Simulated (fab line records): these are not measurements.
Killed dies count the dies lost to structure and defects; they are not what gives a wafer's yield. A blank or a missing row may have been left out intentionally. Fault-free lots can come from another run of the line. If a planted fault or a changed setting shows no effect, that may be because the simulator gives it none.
Shared-tool check	flow gf180mcu	54 wafers sampled across 14 lots

== THE REASON FOR OPENING IT ==
At GF_DNWELL_TW_MEAS_09 the reading DNWELL_TW is flagged on 4 of 14 lots. Fault-free wafers read 1347, with a standard deviation of 9.5.
Rule: a lot is flagged when every wafer of it that has a number lies more than 4 standard deviations from that mean, or none has a number. The other lots count as sound.

lot	measured	on	DNWELL_TW, wafer by wafer	flag
L425	day 2 19:46	film_metro-04	1343 1344 1338	
L426	day 3 00:49	film_metro-01	1359 1360 1350	
L428	day 3 10:52	film_metro-04	1337 1333 1324	
L429	day 3 16:02	film_metro-02	1355 1348 1349	
L430	day 3 22:04	film_metro-01	1361 1359 1362	
L433	day 4 16:01	film_metro-01	1357 1359 1364	
L434	day 4 18:58	film_metro-04	1357 1350 1360	
L435	day 5 01:13	film_metro-01	1358 1354 1360	
L436	day 5 05:11	film_metro-01	1357 1356 1353	
L437	day 5 10:16	film_metro-04	1336 1341 1337	
L439	day 5 21:50	film_metro-01	2544 2553 2536 2566 2554 2542	FLAGGED
L440	day 6 03:21	film_metro-01	2550 2551 2535 2534 2549 2552	FLAGGED
L441	day 6 10:31	film_metro-04	2505 2505 2521 2509 2509 2502	FLAGGED
L442	day 6 14:34	film_metro-02	2542 2522 2516 2545 2529 2534	FLAGGED
On average the flagged lots read 2534, which is +1187 against the usual, or +99 or more standard deviations.

== LOT BY LOT: THE TOOL USED ==
Before the reading, the record contains 2 process steps out of a 602-step route. Every cell lists first the tool, next ch and the chambers used by the sampled wafers, and last the start.
lot	flag	GF_STI_ETCH_14	GF_DNWELL_IMPLANT_07
L425		rie_si-02 ch 2,3, day 2 02:26	implanter-01 ch 0, day 2 19:34
L426		rie_si-02 ch 1,2,3, day 2 08:08	implanter-04 ch 0, day 3 00:34
L428		rie_si-01 ch 1,2,3, day 2 17:34	implanter-04 ch 0, day 3 10:38
L429		rie_si-01 ch 2,3, day 2 22:10	implanter-01 ch 0, day 3 15:48
L430		rie_si-02 ch 0,1,2, day 3 03:01	implanter-03 ch 0, day 3 21:50
L433		rie_si-01 ch 2,3, day 3 18:49	implanter-04 ch 0, day 4 15:46
L434		rie_si-02 ch 0,1,3, day 4 00:23	implanter-04 ch 0, day 4 18:43
L435		rie_si-02 ch 1,2,3, day 4 05:59	implanter-04 ch 0, day 5 00:59
L436		rie_si-01 ch 1,2,3, day 4 10:55	implanter-03 ch 0, day 5 04:57
L437		rie_si-01 ch 0,1,3, day 4 15:05	implanter-03 ch 0, day 5 10:01
L439	FLAGGED	rie_si-01 ch 0,2,3, day 5 01:46	implanter-01 ch 0, day 5 21:35
L440	FLAGGED	rie_si-02 ch 0,2,3, day 5 07:07	implanter-03 ch 0, day 6 03:07
L441	FLAGGED	rie_si-02 ch 0,1, day 5 11:46	implanter-04 ch 0, day 6 10:16
L442	FLAGGED	rie_si-02 ch 1,2, day 5 16:53	implanter-03 ch 0, day 6 14:20
What is done by these steps:
- GF_STI_ETCH_14: etches Si in HBr/Cl2/O2, target depth 360 nm, time 102.9 s.
- GF_DNWELL_IMPLANT_07
- GF_DNWELL_TW_MEAS_09

== FLAGGED OVER TOTAL, TOOL BY TOOL (the gauges that took the reading come last) ==
step	tool	lots run	flagged	share of the flagged lots	sound lots run after its first flagged lot
GF_STI_ETCH_14	rie_si-01	6	1	some	0
GF_STI_ETCH_14	rie_si-02	8	3	some	0
GF_DNWELL_IMPLANT_07	implanter-01	3	1	some	0
GF_DNWELL_IMPLANT_07	implanter-03	5	2	some	0
GF_DNWELL_IMPLANT_07	implanter-04	6	1	some	0
GF_DNWELL_TW_MEAS_09	film_metro-01	7	2	some	0
GF_DNWELL_TW_MEAS_09	film_metro-02	2	1	some	0
GF_DNWELL_TW_MEAS_09	film_metro-04	5	1	some	0

== WHAT THE TABLE PERMITS ==
No row of the table ran every flagged lot.

== WHAT THE SIMULATOR HAD PUT IN ==
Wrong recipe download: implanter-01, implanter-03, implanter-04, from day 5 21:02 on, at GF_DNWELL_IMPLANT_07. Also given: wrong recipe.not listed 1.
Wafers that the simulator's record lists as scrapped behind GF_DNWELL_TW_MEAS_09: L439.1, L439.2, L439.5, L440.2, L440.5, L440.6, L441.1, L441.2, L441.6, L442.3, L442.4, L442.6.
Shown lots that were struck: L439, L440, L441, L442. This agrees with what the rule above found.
